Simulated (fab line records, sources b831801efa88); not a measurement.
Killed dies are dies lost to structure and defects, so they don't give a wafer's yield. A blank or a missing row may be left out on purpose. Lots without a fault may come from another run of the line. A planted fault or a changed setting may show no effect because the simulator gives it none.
One fault seen from 2 desks | flow gf180mcu | each desk has only its own numbers; what lay behind them comes last

THE TOOL OWNER'S DESK: implanter-04
The tool's own readings at GF_MVSD_IMPLANT_09: means of the sampled wafers that have a number, for each lot that ran on this tool. A lot is out of limits, marked OUT, if its mean lies more than 4 standard deviations from the usual mean; the brackets give that distance.
Columns: A = beam_energy_keV at GF_MVSD_IMPLANT_09, usual 100.00; B = beam_on_s at GF_MVSD_IMPLANT_09, usual 10.00 s
lot  | first seen here | A                        | B
L731 | day 5 03:28     | 99.98                    | 10.09
L734 | day 5 22:07     | 104.50 (+99 or more) OUT | 9.94
L735 | day 6 06:19     | 104.47 (+99 or more) OUT | 10.05
L751 | day 10 02:31    | 100.04                   | 9.83
This desk's finding: out of limits on L734, L735; first on L734, day 5 22:07 (beam_energy_keV at GF_MVSD_IMPLANT_09). In limits: L731, L751.

THE METROLOGY DESK
What the gauges read, lot by lot, whatever tool the lot ran on: means of the sampled wafers that have a number. A lot is out of limits, marked OUT, if its mean lies more than 4 standard deviations from the usual mean; the brackets give that distance.
Columns: A = LVPWELL_TW at GF_LVPWELL_TW_MEAS_11, usual 562; B = MVSD_OVL at GF_MVSD_OVL_MEAS_07, usual 0.8 nm
lot  | first seen here | A   | B
L729 | day 4 02:41     | 555 | 0.1
L731 | day 4 13:14     | 568 | 4.6
L734 | day 5 07:43     | 553 | 0.4
L735 | day 5 15:46     | 552 | 1.0
L750 | day 9 00:04     | 558 | 0.3
L751 | day 9 08:46     | 561 | 0.0
This desk's finding: nothing out of limits on any of the 6 lots.

PUT TOGETHER
The tool owner's desk could have raised an alarm at day 5 22:07, on L734, L735.
The metrology desk saw nothing out of limits.
The metrology desk has L734, L735 on record, within its limits.
Of the lots named, all ran GF_MVSD_IMPLANT_09 on implanter-04.

WHAT THE SIMULATOR HAD PUT IN
Process parameter drift: implanter-04, from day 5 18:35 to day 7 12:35, at GF_MVSD_IMPLANT_09. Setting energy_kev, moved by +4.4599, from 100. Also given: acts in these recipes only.
Lots struck among those shown: L734, L735.
Hours from the fault's start to each desk's first reading out of limits: the tool owner's desk, 4.
